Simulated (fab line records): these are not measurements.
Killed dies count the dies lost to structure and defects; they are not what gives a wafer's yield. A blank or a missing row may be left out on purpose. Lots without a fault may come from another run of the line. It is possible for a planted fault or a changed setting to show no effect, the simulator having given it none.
Code-filled problem report in 8D (eight disciplines) form ; flow sky130 ; the parts of the form that need people (team, actions taken, sign-off) are left out

1. THE ISSUE
GATE_OXIDE_OXIDATION_00_THK at SKY_GATE_OXIDE_THK_MEAS_02 reads a mean of 11.56 nm on 9 wafers of 3 lots; wafers without a fault read 10.23 nm with a standard deviation of 0.2. That puts it +6.7 standard deviations away from the usual mean.
First seen on wafer L362.2, day 16 11:58, on film-metro-03. The record holds 39 wafers of 13 lots with a number at this step. The rule behind "out" and "out of limits": a value lying over 4 standard deviations away from the usual mean. Any other wafer with a number is counted as sound.

2. WHAT IT IS, AND WHAT IT ISN'T
question;is;is not
which readings at this step;GATE_OXIDE_OXIDATION_00_THK;-
which lots;L361, L362, L363;L354, L356, L359, L360, L366, L368, L373, L375, L376, L377
which wafers of those lots;all that have a number;-
read on which gauges;film-metro-01, film-metro-03;film-metro-02
when;from day 16 11:58;"up to then (12 sound wafers); but 18 sound wafers of L366, L368, L373, L375, L376, L377 came after"

3. THE SUSPECTS, EACH WITH WHAT RULES IT OUT
Counting: any tool at a process step up to the reading is kept as a suspect provided that every lot that is out went through it and no sound lot did after the first of them.
- the gauge at SKY_GATE_OXIDE_THK_MEAS_02 is ruled out. The wafers that are out were read on 2 gauges (film-metro-01, film-metro-03).
- plasma-asher-02 at SKY_VT_ADJUST_HVTR_STRIP_10 (strips in O2/N2): ruled out as a lasting fault. After its first lot that is out, L361 (day 12 12:34), sound lots L368, L373, L376, L377 ran on it.
- furnace-01 at SKY_GATE_OXIDE_OXIDATION_01 (stabilise 600 s, purge 300 s, target thk 10.268 nm): ruled out as a lasting fault. After its first lot that is out, L361 (day 16 10:33), sound lots L375, L376, L377 ran on it.
Left after counting: nothing in the record.

4. THE CAUSE (what the simulator had put in)
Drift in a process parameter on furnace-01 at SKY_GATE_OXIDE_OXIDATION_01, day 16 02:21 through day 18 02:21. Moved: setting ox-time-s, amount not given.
The count ruled it out by mistake, since the rule takes a fault to strike every lot its tool runs from the start of the fault on, and this one did not do so.

5. THE CHAIN OF EFFECTS, in route order
One row per reading whose mean, taken over the struck wafers that have a number, lies over 3 standard deviations from the usual. Readings are gone through only where the record gives a usual standard deviation; hours: the median, over the lots, of the time from a lot's start at the first step in this table giving one to that lot's start at this step; sigmas: the change measured in usual standard deviations.
hours;step;reading;usual;on struck wafers;change;sigmas
0;SKY_GATE_OXIDE_THK_MEAS_02;GATE_OXIDE_OXIDATION_00_THK;10.23 nm;11.56;+1.33;+6.7

6. HOW IT WOULD HAVE BEEN CAUGHT EARLIER
In this record the first reading out of limits at a measuring or inspecting step was taken at day 16 11:58, 10 hours after the fault began at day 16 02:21.
No tool reading at SKY_GATE_OXIDE_OXIDATION_01 that has a usual standard deviation in the record was out on any struck wafer, so an alarm limit of 4 standard deviations on those readings would not have fired.
